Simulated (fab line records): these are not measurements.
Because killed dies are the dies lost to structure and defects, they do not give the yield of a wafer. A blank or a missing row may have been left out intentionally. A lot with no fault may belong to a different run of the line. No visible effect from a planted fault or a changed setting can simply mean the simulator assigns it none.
The tool behind it: which one? -- flow gf180mcu -- route of 602 steps, sampled at 1 step: 7 lots, 21 wafers

== WHAT THE GAUGES SHOWED, per wafer ==
GF_V5_THK_MEAS_03.
lot,measured,on,V5_CVD_02_THK (nm)
L243,day 27 07:01,film-metro-01,1432 1475 1454
L249,day 29 01:56,film-metro-01,1438 1443 1466
L252,day 29 20:16,film-metro-03,1420 1414 1436
L257,day 31 04:38,film-metro-01,1426 1404 1447
L259,day 31 17:17,film-metro-03,1417 1442 1475
L262,day 32 10:15,film-metro-04,1448 1433 1466
L264,day 32 22:34,film-metro-03,1434 1427 1446

== EACH LOT AND THE TOOL THAT RAN IT (in order: tool; ch and the chambers of the sampled wafers; start) ==
Before these readings, the record contains no process step.

== THE ANSWER, worked out from the rows above alone ==
Rule: what is usual is taken from the lots themselves. Put in order of their means at a reading, lots are off if they are a third of the lots or fewer, leave a main group of 4 or more, and stand apart from it by a gap of 3 or more times the standard deviation of the main group's means; of several such gaps the widest counts. The tables above print the reading to a certain number of digits; a main group whose means all agree to those digits is not used. Also off: a lot with no number at a reading for which 4 or more lots have one. Any other lot the step has rows for is counted as sound.
Nothing can be told from this: no lot is off at any reading shown.

== WHAT HAD BEEN PUT IN BY THE SIMULATOR ==
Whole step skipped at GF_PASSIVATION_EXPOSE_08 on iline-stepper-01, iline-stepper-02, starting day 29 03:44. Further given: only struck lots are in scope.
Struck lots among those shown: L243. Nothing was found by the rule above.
